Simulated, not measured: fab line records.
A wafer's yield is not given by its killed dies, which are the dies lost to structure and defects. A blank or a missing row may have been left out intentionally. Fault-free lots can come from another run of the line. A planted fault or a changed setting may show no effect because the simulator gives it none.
8D (eight disciplines) problem report, filled in by code	flow gf180mcu	the parts of the form that need people (team, actions taken, sign-off) are left out

## 1. WHAT IS WRONG
Mean MVSD_RS at GF_VT_IMPLANT_RS_MEAS_46: 443.3 ohm/sq over 6 wafers in 2 lots; fault-free wafers: 456.7 ohm/sq, standard deviation 1.1. Measured from the usual mean, that is -12 standard deviations.
The step: measures by four-point-probe.
First observed at day 9 15:52: wafer L989.1, on film-metro-04. The record has a number at this step for 36 wafers belonging to 12 lots. The rule behind "out" and "out of limits": a value lying over 4 standard deviations away from the usual mean. The other wafers with a number count as sound.

## 2. WHAT IT IS, WHAT IT ISN'T
question	is	is not
which readings at this step	MVSD_RS	-
which lots	L989, L992	L101, L103, L104, L982, L983, L985, L986, L987, L988, L999
which wafers of those lots	all that have a number	-
read on which gauges	film-metro-04	film-metro-01, film-metro-03
when	from day 9 15:52	up to then (18 sound wafers); but 12 sound wafers of L101, L103, L104, L999 came after

## 3. SUSPECTS, AND WHAT RULES EACH OUT
Counting: a tool at a process step up to the reading stays a suspect if it ran every lot that is out and no sound lot after the first of them.
- the gauge at GF_VT_IMPLANT_RS_MEAS_46: ruled out. All the wafers that are out were read on film-metro-04, but those of them that GF_MVSD_IMPLANT_08 has rows for are out there too, on other tools.
- implanter-02 at GF_MVSD_IMPLANT_08: ruled out as a lasting fault. The sound lots L104 went through it after L989, its earliest lot that is out (day 6 05:58).
Left after counting: nothing in the record.

## 4. THE CAUSE (what the simulator had put in)
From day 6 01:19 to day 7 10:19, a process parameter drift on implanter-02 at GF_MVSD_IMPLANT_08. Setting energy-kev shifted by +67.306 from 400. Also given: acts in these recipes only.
It was ruled out by counting, in error; the rule expects a fault to strike all lots run on its tool from its start on, and this fault did not.

## 5. THE EFFECT CHAIN, in route order
Rows list readings where the struck wafers' mean (over those with a number) sits beyond 3 standard deviations from the usual. Only readings for which the record gives a usual standard deviation are gone through. hours: the time from each lot's start at the first step in this table that gives one to its start at this step, as a median over the lots. sigmas: the change in usual standard deviations.
hours	step	reading	usual	on struck wafers	change	sigmas
0	GF_MVSD_IMPLANT_08	beam-energy-keV	400.01	467.35	+67.34	+99 or more
84	GF_VT_IMPLANT_RS_MEAS_46	MVSD_RS	456.7 ohm/sq	443.3	-13.4	-12
It contains these process steps:
- GF_MVSD_IMPLANT_08
Later steps that measure or inspect, where all struck wafers having a row at the step show a number for every such reading and not one has moved that far: GF_VT_IMPLANT_RS_MEAS_47, GF_HV_LDD_OVL_MEAS_08, GF_V2_BOW_MEAS_05.

## 6. WHAT WOULD HAVE CAUGHT IT SOONER
In this record the first reading out of limits at a measuring or inspecting step was taken at day 9 15:52, 87 hours after the fault began at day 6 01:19.
At GF_MVSD_IMPLANT_08, the tool's own readings (beam-energy-keV) were out on each struck wafer the step has a row for, so an alarm limit on them would have fired on the first such wafer.
